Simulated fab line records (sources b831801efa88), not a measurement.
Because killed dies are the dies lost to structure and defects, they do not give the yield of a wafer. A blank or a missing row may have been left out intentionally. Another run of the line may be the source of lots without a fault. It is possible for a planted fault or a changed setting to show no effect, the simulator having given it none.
Comparing a struck lot with a sound one :: flow sky130 :: 19 steps out of a route of 708
Sound: these wafers, L175.1, L175.4, L175.6. Wafers L178.3, L178.4, L178.6 were the ones struck. Last of all comes the cause.
Each step with rows lists, per side, the tool, then ch with its chambers, then its first start. Under that, the readings that differ: sound wafers :: struck wafers :: difference of the means :: sigmas: that difference in standard deviations of wafers without a fault.
alike: readings whose means differ by less than 2 such deviations, and words and numbers that are the same on both sides. not compared: withheld readings, readings that some wafer has no value for, bounds like >300 that may hide the same value, and numbers for which the record gives no deviation and whose values overlap.
The two part at a step that has a row with sigmas, a row that says differs or no value, or rows on one side only. When numbers do not overlap yet have no deviation, they are printed without sigmas and do not part them. Lack of a reading on every wafer of one side parts them only where that side has two or more wafers.

SKY_POLY_GATE_CD_MEAS_22:
  sound on cdSem-02 at day 17 15:14; struck on cdSem-01 at day 18 17:37
  alike: cdNm
then, 7 steps without rows for these wafers: SKY_LDD_N_DEHYDRATE_00 (time 60 s); SKY_LDD_N_HMDS_01 (prime time 60 s); SKY_LDD_N_COAT_02 (resist thk 300 nm); SKY_LDD_N_SOFTBAKE_03 (time 60 s); SKY_LDD_N_EXPOSE_04 (exposes mask NTM, target cd 840 nm); SKY_LDD_N_PEB_05; SKY_LDD_N_DEVELOP_06 (develop time 60 s).
SKY_LDD_N_OVL_MEAS_07:
  sound on overlay-01 at day 18 19:14; struck on overlay-01 at day 19 22:53
  alike: LDD_N_OVL
then, 3 steps without rows for these wafers: SKY_LDD_N_IMPLANT_08; SKY_LDD_N_IMPLANT_09; SKY_LDD_N_IMPLANT_10.
SKY_LDD_N_IMPLANT_11:
  sound on implanter-01 ch 0, day 18 19:44; struck on implanter-03, day 19 23:25
  no value came back on the struck wafers for beamEnergyKeV, beamOnS (s), doseIonsCm2; on the sound wafers beamEnergyKeV reads 19.997 19.997 19.997
then, 4 steps without rows for these wafers: SKY_LDD_N_IMPLANT_12; SKY_LDD_N_IMPLANT_13; SKY_LDD_N_IMPLANT_14; SKY_LDD_N_IMPLANT_15.
SKY_LDD_N_STRIP_16: strips in O2/N2.
  sound on plasmaAsher-03 ch 0,1, day 18 20:29; struck on plasmaAsher-01 ch 0,1, day 20 00:09
reading: stripTimeToEndpointS (s)
sound: 4.291 4.292 4.316
struck: 4.138 4.153 4.128
difference: -0.160
sigmas: -11
  alike: drypumpMotorCurrentA, oesProductAu
  not compared: rfHoursCounterH
SKY_LDD_N_TW_MEAS_17:
  sound on filmMetro-03 at day 18 20:35; struck on filmMetro-01 at day 20 00:28
reading: LDD_N_TW
sound: 2591 2565 2583
struck: 2416 2409 2423
difference: -164
sigmas: -10
  not compared: hold

## WHERE THEY PART
Earliest at SKY_LDD_N_IMPLANT_11; latest, in this record, at SKY_LDD_N_TW_MEAS_17.

WHY: what the simulator had put in
Entire step skipped (implanter-03, SKY_LDD_N_IMPLANT_11), from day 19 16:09 onward. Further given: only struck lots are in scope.
